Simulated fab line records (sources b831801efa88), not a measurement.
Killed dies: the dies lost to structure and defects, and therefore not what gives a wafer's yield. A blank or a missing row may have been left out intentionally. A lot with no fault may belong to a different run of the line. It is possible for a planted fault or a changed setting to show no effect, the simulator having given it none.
Struck lot and sound lot, side by side -- flow gf180mcu -- 14 out of 602 route steps
Sound: wafers L118.2, L118.3, L118.5. Wafers struck: L131.1, L131.2, L131.5. At the end, the cause is stated.
Per side, at each step with rows, come the tool, then ch with its chambers, and then its first start. Under that, the readings that differ: sound wafers -- struck wafers -- difference of the means -- sigmas: that difference in standard deviations of wafers without a fault.
alike: readings whose means differ by less than 2 such deviations, and words and numbers that are the same on both sides. not compared: withheld readings, readings that some wafer has no value for, bounds like >300 that may hide the same value, and numbers for which the record gives no deviation and whose values overlap.
A row with sigmas, a row that says differs or no value, or rows on one side alone: a step with any of these is where the two part. Numbers that have no deviation but don't overlap get no sigmas and don't part them. A reading missing from all wafers of one side parts the sides only when that side holds two or more wafers.

first, 5 steps without rows for these wafers: GF_V1_COAT_09 (resist thk 1000 nm); GF_V1_SOFTBAKE_10 (time 60 s); GF_V1_EXPOSE_11 (exposes mask Via1, target cd 260 nm); GF_V1_PEB_12 (peb time 90 s); GF_V1_DEVELOP_13 (develop time 60 s).
GF_V1_CD_MEAS_14: target cd 260 nm.
  struck on cd sem-02, day 25 21:47; sound on cd sem-02, day 21 14:50
  alike: cd nm
GF_V1_OVL_MEAS_15:
  struck on overlay-02, day 25 21:54; sound on overlay-02, day 21 14:56
  alike: V1_OVL
GF_V1_ETCH_16: etches BARC in N2/H2.
  sound on rie diel-04 ch 0,2, day 21 14:58; struck on rie diel-02 ch 0,1, day 25 21:56
  alike: drypump motor current A, oes product au, throttle valve pct
GF_V1_ETCH_17: etches SiO2 in C4F8/O2/Ar, stops on TiN, target depth 630 nm.
  sound: rie diel-04 ch 0,2; struck: rie diel-02 ch 0,1
  alike: oes product au
GF_V1_STRIP_18: strips in O2/N2.
  sound on plasma asher-01 ch 0,1, day 21 15:06; struck on plasma asher-04 ch 0,1, day 25 22:04
  alike: drypump motor current A, heater power w, o2 flow sccm, oes product au
  not compared: rf hours counter h
then, 2 steps without rows for these wafers: GF_V1_STRIP_19 (strips in post etch residue remover, time 1200 s); GF_V1_CLEAN_20 (cleans in DIW).
GF_V1_SPUTTER_21: material Ti, target thk 15 nm, time 80.02 s.
  struck on pvd sputter-04, day 25 22:36; sound on pvd sputter-04, day 21 15:38
  no value came back on the struck wafers for cathode dc power W (W), chamber pressure pa (Pa), throttle valve pct (%), time s (s); on the sound wafers cathode dc power W (W) reads 2500.2 2499.7 2499.5
GF_V1_SPUTTER_22: material TiN, target thk 10 nm, time 40 s.
  struck on pvd sputter-04, day 25 22:40; sound on pvd sputter-04, day 21 15:41
  alike: cathode dc power W, chamber pressure pa, throttle valve pct

## WHERE THEY PART
Only at GF_V1_SPUTTER_21, as far as this record shows. Later steps at which nothing parts them and some readings are alike: GF_V1_SPUTTER_22.

WHY: what the simulator had put in
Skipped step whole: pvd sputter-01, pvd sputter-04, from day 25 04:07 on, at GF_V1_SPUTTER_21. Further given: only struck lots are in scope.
